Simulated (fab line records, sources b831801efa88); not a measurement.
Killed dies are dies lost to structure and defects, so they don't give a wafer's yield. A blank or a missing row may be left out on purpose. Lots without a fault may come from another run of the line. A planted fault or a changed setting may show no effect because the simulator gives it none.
Problem report in the 8D (eight disciplines) form, filled by code | flow sky130 | the parts of the form that need people (team, actions taken, sign-off) are left out

1. THE PROBLEM
dose_ions_cm2 at SKY_LDD_LDN_IMPLANT_08 reads a mean of 1.0693e+13 on 6 wafers of 2 lots; wafers without a fault read 1.2497e+13 with a standard deviation of 1.4e+10. That is -99 or more standard deviations from the usual mean.
First seen on wafer L835.1, day 30 10:11, on implanter-02. The record holds 39 wafers of 13 lots with a number at this step. Rule for "out", or "out of limits": more than 4 standard deviations from the usual mean. The other wafers with a number count as sound.

2. WHAT IT IS AND WHAT IT IS NOT
question                    | is                                | is not
which readings at this step | dose_ions_cm2, faraday_current_uA | -
which lots                  | L835, L836                        | L815, L817, L818, L821, L823, L824, L825, L826, L827, L837, L838
which wafers of those lots  | all that have a number            | -
read on which tools         | implanter-02                      | implanter-01, implanter-03
when                        | from day 30 10:11                 | up to then (27 sound wafers); but 6 sound wafers of L837, L838 came after

3. SUSPECTS, AND WHAT RULES EACH OUT
Counting: a tool at a process step up to the reading stays a suspect if it ran every lot that is out and no sound lot after the first of them.
- implanter-02 at SKY_LDD_LDN_IMPLANT_08: kept. It ran every lot that is out, first L835 (day 30 10:11), and no sound lot after that; its last sound lot up to then is L827 (day 27 07:19). Its own readings are out on those wafers: dose_ions_cm2, faraday_current_uA.
Left after counting: implanter-02 at SKY_LDD_LDN_IMPLANT_08.

4. THE CAUSE (what the simulator had put in)
Process parameter drift: implanter-02, from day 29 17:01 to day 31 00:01, at SKY_LDD_LDN_IMPLANT_08. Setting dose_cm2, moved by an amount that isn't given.
Counting left only this tool.

5. THE CHAIN OF EFFECTS, in route order
Each row: a reading whose mean over the struck wafers that have a number lies more than 3 standard deviations from the usual. Only readings for which the record gives a usual standard deviation are gone through. hours: the time from each lot's start at the first step in this table that gives one to its start at this step, as a median over the lots. sigmas: the change in usual standard deviations.
hours | step                   | reading            | usual      | on struck wafers | change      | sigmas
0     | SKY_LDD_LDN_IMPLANT_08 | dose_ions_cm2      | 1.2497e+13 | 1.0693e+13       | -1.8037e+12 | -99 or more
0     | SKY_LDD_LDN_IMPLANT_08 | faraday_current_uA | 70.3       | 60.0             | -10.3       | -6.9
The process steps in it:
- SKY_LDD_LDN_IMPLANT_08
Later measuring or inspecting steps at which every struck wafer that the step has a row for has a number for every such reading, and none has moved that far: SKY_VIA1_BOW_MEAS_03, SKY_CAPM_THK_MEAS_01.

6. WHAT WOULD HAVE CAUGHT IT SOONER
In this record the first reading out of limits was taken at day 30 10:11, 17 hours after the fault began at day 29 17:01.
